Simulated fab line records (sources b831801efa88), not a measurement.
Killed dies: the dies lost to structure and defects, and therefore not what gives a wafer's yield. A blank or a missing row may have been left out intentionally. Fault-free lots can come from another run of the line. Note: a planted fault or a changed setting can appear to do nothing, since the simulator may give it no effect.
A lot that was struck, set against a sound lot + flow sky130 + 19 out of 708 route steps
Sound: wafers L706.2, L706.3, L706.4. The struck wafers were L713.1, L713.2, L713.4. At the end, the cause is stated.
For every step that has rows: the tool of each side, followed by ch and its chambers, followed by its first start. Under that, the readings that differ: sound wafers + struck wafers + difference of the means + sigmas: that difference in standard deviations of wafers without a fault.
alike: readings whose means differ by less than 2 such deviations, and words and numbers that are the same on both sides. not compared: withheld readings, readings that some wafer has no value for, bounds like >300 that may hide the same value, and numbers for which the record gives no deviation and whose values overlap.
A row with sigmas, a row that says differs or no value, or rows on one side alone: a step with any of these is where the two part. Non-overlapping numbers with no deviation appear without sigmas and do not part them. Lack of a reading on every wafer of one side parts them only where that side has two or more wafers.

first, 1 step without rows for these wafers: SKY_CONTACT_ETCH_18 (etches Si3N4 in CHF3/O2, stops on TiN, time 39 s, target depth 75 nm).
SKY_CONTACT_STRIP_19: strips in O2/N2.
  sound on plasma-asher-01 ch 0,1, day 32 01:05; struck on plasma-asher-03 ch 0,1, day 34 08:54
  alike: drypump-motor-current-A, oes-product-au, strip-time-to-endpoint-s
  not compared: rf-hours-counter-h
then, 3 steps without rows for these wafers: SKY_CONTACT_STRIP_20 (strips in post etch residue remover, time 1200 s); SKY_CONTACT_CLEAN_21 (cleans in IPA, time 180 s); SKY_CONTACT_CLEAN_22 (cleans in O3/DIW).
SKY_CONTACT_SPUTTER_23: material TiN, target thk 20 nm, time 80 s.
  sound on pvd-sputter-02 at day 32 01:40; struck on pvd-sputter-03 at day 34 09:29
  alike: cathode-dc-power-W, chamber-pressure-pa, throttle-valve-pct
SKY_CONTACT_CVD_24: deposits W, target thk 340 nm, time 102.12 s.
  sound on cvd-w-02 ch 0,1, day 32 01:44; struck on cvd-w-02 ch 0,1, day 34 09:33
  alike: heater-power-w
SKY_CONTACT_RS_MEAS_25: a four-point-probe measurement.
  sound on film-metro-01 at day 32 01:52; struck on film-metro-02 at day 34 09:40
  alike: CONTACT_W_RS
SKY_CONTACT_THK_MEAS_26: measures by xrf.
  sound on film-metro-01 at day 32 01:58; struck on film-metro-02 at day 34 09:47
  alike: CONTACT_W_THK
then, 2 steps without rows for these wafers: SKY_CONTACT_CMP_27 (polishes, stops on SiO2, t overpolish 15 s, target thk 0 nm); SKY_METAL1_SPUTTER_00 (material Ti, target thk 15 nm, time 10 s).
SKY_METAL1_SPUTTER_01: material TiN, target thk 20 nm, time 16.7 s.
  sound on pvd-sputter-04 at day 32 02:21; struck on pvd-sputter-04 at day 34 10:10
  alike: cathode-dc-power-W, chamber-pressure-pa, throttle-valve-pct
SKY_METAL1_SPUTTER_02: material AlCu, target thk 250 nm, time 13.3 s.
  sound on pvd-sputter-04 at day 32 02:22; struck on pvd-sputter-04 at day 34 10:11
  no value came back on the struck wafers for cathode-dc-power-W (W), chamber-pressure-pa (Pa), throttle-valve-pct (%); on the sound wafers cathode-dc-power-W (W) reads 10600 10600 10604
then, 1 step without rows for these wafers: SKY_METAL1_SPUTTER_03 (material Ti, target thk 5 nm, time 3.3 s).
SKY_METAL1_SPUTTER_04: material TiN, target thk 70 nm, time 58.3 s.
  sound on pvd-sputter-04 at day 32 02:25; struck on pvd-sputter-04 at day 34 10:14
  alike: cathode-dc-power-W, chamber-pressure-pa, throttle-valve-pct
SKY_METAL1_RS_MEAS_05: a four-point-probe measurement.
  sound on film-metro-04 at day 32 02:29; struck on film-metro-01 at day 34 10:17
| reading                 | sound                | struck               | difference | sigmas      |
|-------------------------|----------------------|----------------------|------------|-------------|
| METAL1_ALCU_RS (ohm/sq) | 0.1236 0.1267 0.1253 | 8.7312 8.6554 8.6064 | +8.5391    | +99 or more |
SKY_METAL1_THK_MEAS_06: measures by xrf.
  sound on film-metro-04 at day 32 02:35; struck on film-metro-01 at day 34 10:24
| reading              | sound       | struck   | difference | sigmas |
|----------------------|-------------|----------|------------|--------|
| METAL1_ALCU_THK (nm) | 252 247 248 | <1 <1 <1 | differs    |        |
then, 1 step without rows for these wafers: SKY_METAL1_DEHYDRATE_07 (time 60 s).
-- the record jumps here: 14 days lie between the struck wafers' starts before and after (it left off in module METAL1 and takes up again in module PAD_OPEN, whose first step shown is number 708 of the route) --
SKY_PAD_OPEN_PROBE_99:
  sound on prober-01 at day 46 05:50; struck on prober-01 at day 47 22:44
| reading                  | sound          | struck         | difference | sigmas |
|--------------------------|----------------|----------------|------------|--------|
| defect-limited-yield (%) | 83.7 79.9 83.9 | 0 0 0          | -82        | -43    |
| killed_at_M0_to_M3       | 42 49 49       | 446 448 445    | +400       | +61    |
| killed-dies              | 80 99 79       | 492 492 492    | +406       | +42    |
| killed-on-rim            | 15 15 15       | 96 96 96       | +81        | +21    |
| sort_bin_5_function (%)  | 11.2 11.6 7.9  | 94.3 94.5 90.2 | +82.8      | +52    |
| sort-n-pass              | 412 393 413    | 0 0 0          | -406       | -43    |
| sort-yield-pct (%)       | 83.7 79.9 83.9 | 0 0 0          | -82        | -43    |
  alike: killed_at_M4_up, killed-at-contacts, killed-at-front-end, killed-at-other, killed-open, killed-short, sort_bin_3_pad_short, sort_bin_6_memory

== WHERE THEY PART ==
Last at SKY_PAD_OPEN_PROBE_99 as far as this record goes, first at SKY_METAL1_SPUTTER_02.

WHY: what the simulator had put in
Entire step skipped (pvd-sputter-04, SKY_METAL1_SPUTTER_02), from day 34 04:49 onward. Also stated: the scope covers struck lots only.
